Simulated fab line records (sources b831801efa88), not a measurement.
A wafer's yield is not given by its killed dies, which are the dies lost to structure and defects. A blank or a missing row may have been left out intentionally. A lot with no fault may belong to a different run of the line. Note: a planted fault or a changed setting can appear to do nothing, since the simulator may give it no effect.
8D (eight disciplines) problem report, filled in by code    flow gf180mcu    the parts of the form that need people (team, actions taken, sign-off) are left out

1. PROBLEM STATEMENT
Mean of spike tc upper C at GF_DUAL_GATE_OXIDATION_15: 810.5 C across 6 wafers in 2 lots; on wafers with no fault it is 850.3 C (standard deviation 0.98). Measured from the usual mean, that is -41 standard deviations.
The step: stabilise 600 s, purge 300 s, target thk 7.098 nm.
First seen on wafer L921.1, day 12 22:50, on furnace-01. At this step, 18 wafers from 6 lots have a number in the record. Rule for "out", or "out of limits": more than 4 standard deviations from the usual mean. All remaining wafers that have a number are taken as sound.

2. WHAT THIS IS AND IS NOT
question                     is                                                          is not
which readings at this step  spike tc upper C, zone power top pct, zone power upper pct  tube_center_temp_C_max
which lots                   L921, L922                                                  L909, L911, L915, L916
which wafers of those lots   all that have a number                                      -
read on which tools          furnace-01                                                  furnace-02
when                         from day 12 22:50                                           up to then (12 sound wafers)

3. WHAT RULES OUT EACH SUSPECT
Counting: a tool stays on the suspect list if, at a process step up to the reading, it processed all lots that are out and no sound lot following the first of them.
- furnace-01 at GF_DUAL_GATE_OXIDATION_15 (stabilise 600 s, purge 300 s, target thk 7.098 nm): kept. It ran every lot that is out, first L921 (day 12 22:50), and no sound lot after that; its last sound lot up to then is L916 (day 11 17:38). Its own readings are out on those wafers: spike tc upper C, zone power top pct, zone power upper pct.
Remaining after the count: furnace-01 at GF_DUAL_GATE_OXIDATION_15.

4. THE CAUSE (what the simulator had put in)
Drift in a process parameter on furnace-01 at GF_DUAL_GATE_OXIDATION_15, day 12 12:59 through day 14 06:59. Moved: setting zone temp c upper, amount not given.
This tool alone remained once counting was done.

5. THE EFFECT CHAIN, in route order
Each row: a reading where the mean over the struck wafers with a number is more than 3 standard deviations away from the usual. Scope: only readings with a usual standard deviation given in the record; hours: median across lots of the time from each lot's start at the first step in this table that gives one to its start at this step; sigmas: change in usual standard deviations.
hours  step                       reading               usual    on struck wafers  change  sigmas
0      GF_DUAL_GATE_OXIDATION_15  spike tc centre C     850.5 C  855.3             +4.8    +4.9
0      GF_DUAL_GATE_OXIDATION_15  spike tc upper C      850.3 C  810.5             -39.8   -41
0      GF_DUAL_GATE_OXIDATION_15  zone power lower pct  14.66 %  13.85             -0.81   -3.8
0      GF_DUAL_GATE_OXIDATION_15  zone power top pct    31.0 %   38.8              +7.8    +17
0      GF_DUAL_GATE_OXIDATION_15  zone power upper pct  16.0 %   2.0               -14.0   -16
Process steps it contains:
- GF_DUAL_GATE_OXIDATION_15: stabilise 600 s, purge 300 s, target thk 7.098 nm.

6. WHAT WOULD HAVE CAUGHT IT SOONER
In this record no reading fell out of limits until day 12 22:50, 10 hours after the fault had begun at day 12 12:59.
